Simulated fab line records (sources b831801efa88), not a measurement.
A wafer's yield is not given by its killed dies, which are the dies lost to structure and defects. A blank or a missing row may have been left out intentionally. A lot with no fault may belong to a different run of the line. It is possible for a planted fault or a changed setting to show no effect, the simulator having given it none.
Which of the tools did it?    flow gf180mcu    Sampling: 13 lots, 39 wafers, 5 of 602 route steps

## WHAT EACH GAUGE READ, for each wafer
GF_STI_BOW_MEAS_00. Usual: for INCOMING_BOW the level is 0 um and the standard deviation is 6.2.
lot   measured     on             INCOMING_BOW (um)  flag
L336  day 1 15:01  film-metro-03  -5 -2 12           
L337  day 1 20:01  film-metro-01  -6 -4 -1           
L338  day 2 01:02  film-metro-01  9 -4 0             
L339  day 2 06:01  film-metro-01  0 -1 -7            
L340  day 2 11:00  film-metro-01  4 9 6              
L342  day 2 21:00  film-metro-03  3 0 -9             
L344  day 3 07:00  film-metro-03  -1 3 -3            
L345  day 3 12:00  film-metro-01  -7 12 5            
L346  day 3 17:00  film-metro-03  -13 2 6            
L347  day 3 22:01  film-metro-02  -2 -10 -7          
L348  day 4 03:01  film-metro-01  -2 5 -1            
L355  day 5 14:04  film-metro-01  3 5 -6             
L357  day 6 00:00  film-metro-02  0 -2 6             

GF_STI_CD_MEAS_12: target cd 220 nm. Usual: cd-nm at 219.9 nm, with a standard deviation of 1.1.
lot   measured     on         cd-nm (nm)         flag
L336  day 2 06:20  cd-sem-01  220.5 219.5 219.3  
L337  day 2 11:44  cd-sem-01  218.8 220.0 219.0  
L338  day 2 17:16  cd-sem-02  219.2 218.5 219.2  
L339  day 2 22:50  cd-sem-01  218.7 219.7 219.0  
L340  day 3 03:52  cd-sem-02  219.2 219.4 219.4  
L342  day 3 14:34  cd-sem-02  219.9 219.3 220.1  
L344  day 3 23:19  cd-sem-02  218.5 220.1 218.1  
L345  day 4 05:39  cd-sem-02  218.4 219.8 219.6  
L346  day 4 10:27  cd-sem-01  220.9 220.6 221.3  
L347  day 4 15:08  cd-sem-01  218.8 219.6 220.5  
L348  day 4 21:16  cd-sem-01  221.9 220.7 221.7  
L355  day 6 08:37  cd-sem-01  211.4 221.6 219.6  
L357  day 6 18:30  cd-sem-02  220.3 220.9 222.8  

GF_STI_THK_MEAS_22. Usual: for STI_OXIDATION_01_THK the level is 15.0 nm and the standard deviation is 0.33.
lot   measured     on             STI_OXIDATION_01_THK (nm)  flag
L336  day 2 08:11  film-metro-01  15.0 15.1 14.9             
L337  day 2 13:38  film-metro-02  15.0 14.8 14.8             
L338  day 2 20:24  film-metro-03  15.3 15.3 15.2             
L339  day 3 02:21  film-metro-02  15.0 14.9 14.8             
L340  day 3 05:55  film-metro-02  15.0 14.9 15.0             
L342  day 3 16:25  film-metro-01  15.3 15.4 15.3             
L344  day 4 01:45  film-metro-03  15.1 14.9 14.6             
L345  day 4 07:31  film-metro-01  15.1 14.9 14.8             
L346  day 4 12:18  film-metro-02  15.0 14.6 14.8             
L347  day 4 18:40  film-metro-01  15.0 14.9 15.1             
L348  day 4 23:06  film-metro-02  14.8 14.9 14.9             
L355  day 6 10:43  film-metro-03  14.5 14.8 14.8             
L357  day 6 20:58  film-metro-03  15.9 15.9 15.8             

GF_VT_IMPLANT_RS_MEAS_48: uses a four-point probe to measure. Usual: for LVPWELL_RS the level is 1196.5 ohm/sq and the standard deviation is 3.
lot   measured      on             LVPWELL_RS (ohm/sq)   flag
L336  day 7 19:17   film-metro-04  1195.0 1195.8 1195.0  
L337  day 8 02:12   film-metro-03  1197.1 1195.0 1194.5  
L338  day 8 15:09   film-metro-03  1196.3 1193.9 1195.5  
L339  day 8 18:47   film-metro-03  1188.8 1193.0 1196.3  
L340  day 9 01:41   film-metro-02  1201.7 1199.2 1201.2  
L342  day 9 14:28   film-metro-02  1197.5 1202.1 1197.7  
L344  day 10 03:52  film-metro-03  1194.8 1196.3 1196.9  
L345  day 10 11:47  film-metro-04  1193.2 1194.3 1189.2  
L346  day 10 17:10  film-metro-03  1195.0 1195.3 1196.7  
L347  day 11 02:47  film-metro-04  1193.9 1194.7 1195.7  
L348  day 11 08:06  film-metro-03  1196.5 1196.9 1197.9  
L355  day 13 06:52  film-metro-04  1198.9 1201.5 1201.0  
L357  day 13 22:50  film-metro-02  1195.8 1195.1 1195.1  

## WHAT TOOL EACH LOT RAN ON (gives the tool, then ch and the chambers of the sampled wafers, and finally the start)
lot   GF_STI_EXPOSE_09
L336  krf-scanner-01 ch 0, day 2 00:14
L337  krf-scanner-01 ch 0, day 2 05:59
L338  krf-scanner-02 ch 0, day 2 11:28
L339  krf-scanner-02 ch 0, day 2 16:44
L340  krf-scanner-02 ch 0, day 2 22:12
L342  krf-scanner-01 ch 0, day 3 08:01
L344  krf-scanner-02 ch 0, day 3 16:57
L345  krf-scanner-02 ch 0, day 3 22:28
L346  krf-scanner-02 ch 0, day 4 04:13
L347  krf-scanner-02 ch 0, day 4 08:02
L348  krf-scanner-02 ch 0, day 4 14:14
L355  krf-scanner-02 ch 0, day 6 01:51
L357  krf-scanner-01 ch 0, day 6 10:40
- GF_STI_EXPOSE_09: exposes mask COMP, target cd 220 nm.

## WHAT THE TOOLS THEMSELVES READ (means of the sampled wafers that have a number; where no wafer has one, the mark that the record gives instead)
GF_STI_EXPOSE_09. Usual: exposure-dose-mJ-cm2 27.998, standard deviation 0.028; focus-offset-nm 0.0 nm, standard deviation 0.53.
lot   tool            exposure-dose-mJ-cm2  focus-offset-nm (nm)  flag
L336  krf-scanner-01  28.001                -0.5                  
L337  krf-scanner-01  28.022                0.0                   
L338  krf-scanner-02  28.035                0.6                   
L339  krf-scanner-02  27.983                -0.1                  
L340  krf-scanner-02  27.988                -0.2                  
L342  krf-scanner-01  28.040                0.0                   
L344  krf-scanner-02  27.964                -0.6                  
L345  krf-scanner-02  27.988                -1.1                  
L346  krf-scanner-02  27.972                -0.1                  
L347  krf-scanner-02  27.996                0.3                   
L348  krf-scanner-02  28.029                -0.1                  
L355  krf-scanner-02  28.026                -0.3                  
L357  krf-scanner-01  27.996                -0.2                  

## THE ANSWER, worked out from the rows above alone
Rule: take the mean of a lot's wafers that have a number; if it is more than 3 standard deviations from the usual mean, the lot is off. A lot without any number at a reading at which 4 lots or more have one is off too. All remaining lots with rows at the step are treated as sound. Order of review: gauges by route order, followed by the tools' own readings, for which a lot's mean as printed above is used. The first step at which some lot is off is used, and at that step the reading that is off furthest; a lot without a number counts as furthest.
No lot is off at any reading shown: from this, nothing can be told.

## WHAT HAD BEEN PUT IN BY THE SIMULATOR
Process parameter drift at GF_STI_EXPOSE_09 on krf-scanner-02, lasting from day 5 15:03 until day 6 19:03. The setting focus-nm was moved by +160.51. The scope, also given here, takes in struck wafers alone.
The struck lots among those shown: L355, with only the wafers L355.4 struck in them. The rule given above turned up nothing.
